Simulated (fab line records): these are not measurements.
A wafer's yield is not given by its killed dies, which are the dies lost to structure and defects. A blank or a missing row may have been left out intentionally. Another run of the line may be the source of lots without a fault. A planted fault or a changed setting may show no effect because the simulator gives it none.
2 desks, one fault	flow sky130	only its own numbers are on each desk; what lay behind them is given at the end

## AT THE METROLOGY DESK
Means of the sampled wafers that have a number, per lot and without regard to the tool the lot ran on: this is what the gauges read. Marked OUT: a lot whose mean sits more than 4 standard deviations from the usual mean, which makes it out of limits; the brackets give that distance.
Columns: A = POLY_GATE_CVD_00_THK at SKY_POLY_GATE_THK_MEAS_01, usual 180.3 nm; B = LOCAL_INTERCONNECT_TIN_RS at SKY_LOCAL_INTERCONNECT_RS_MEAS_01, usual 14.15 ohm/sq
lot	first seen here	A	B
L587	day 14 04:37	180.3	14.31
L588	day 14 08:53	180.9	14.24
L589	day 14 18:01	180.5	13.90
L591	day 16 02:47	180.3	14.08
L592	day 16 02:47	178.7	14.47
L593	day 16 02:49	179.3	14.18
L594	day 17 07:41	180.6	13.89
L595	day 17 15:23	179.2	14.16
L596	day 17 15:23	181.1	14.19
L597	day 18 01:25	182.8	14.04
L598	day 18 12:07	180.6	13.99
L599	day 18 22:00	180.7	14.17
L603	day 19 23:31	234.7 (+42) OUT	-
This desk's result: L603 out of limits, first on L603 (POLY_GATE_CVD_00_THK at SKY_POLY_GATE_THK_MEAS_01), day 19 23:31. L587, L588, L589, L591, L592, L593, L594, L595, L596, L597, L598, L599: within limits.

## DESK OF THE TOOL OWNER: lpcvd-01
The tool's own readings at SKY_POLY_GATE_CVD_00 (deposits poly-Si, target thk 180 nm, time 720 s): means of the sampled wafers that have a number, for each lot that ran on this tool. Marked OUT: a lot whose mean sits more than 4 standard deviations from the usual mean, which makes it out of limits; the brackets give that distance.
Columns: A = spike-tc-bottom-C at SKY_POLY_GATE_CVD_00, usual 641.4 C
lot	first seen here	A
L587	day 14 03:25	643.4
L588	day 14 07:41	643.0
L589	day 14 16:49	643.0
L591	day 16 00:59	638.0
L592	day 16 00:59	640.6
L593	day 16 00:59	643.6
L594	day 17 06:28	638.6
L595	day 17 14:11	642.9
L596	day 17 14:11	642.5
L597	day 18 00:13	638.4
L598	day 18 10:55	639.8
L599	day 18 20:48	642.8
L603	day 19 22:17	643.4
Result from this desk: across the 13 lots, nothing is out of limits.

## TAKEN TOGETHER
L603 would have let the metrology desk raise an alarm at day 19 23:31.
The desk of the tool owner found nothing out of limits.
Tool owner's desk: L603 on record, inside its limits.
On lpcvd-01, each named lot ran SKY_POLY_GATE_CVD_00.

## WHAT HAD BEEN PUT IN BY THE SIMULATOR
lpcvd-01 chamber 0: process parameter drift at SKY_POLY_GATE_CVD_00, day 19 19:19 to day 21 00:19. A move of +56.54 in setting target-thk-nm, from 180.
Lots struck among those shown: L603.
Time in hours between the start of the fault and the first out-of-limits reading at each desk: metrology desk, 4.
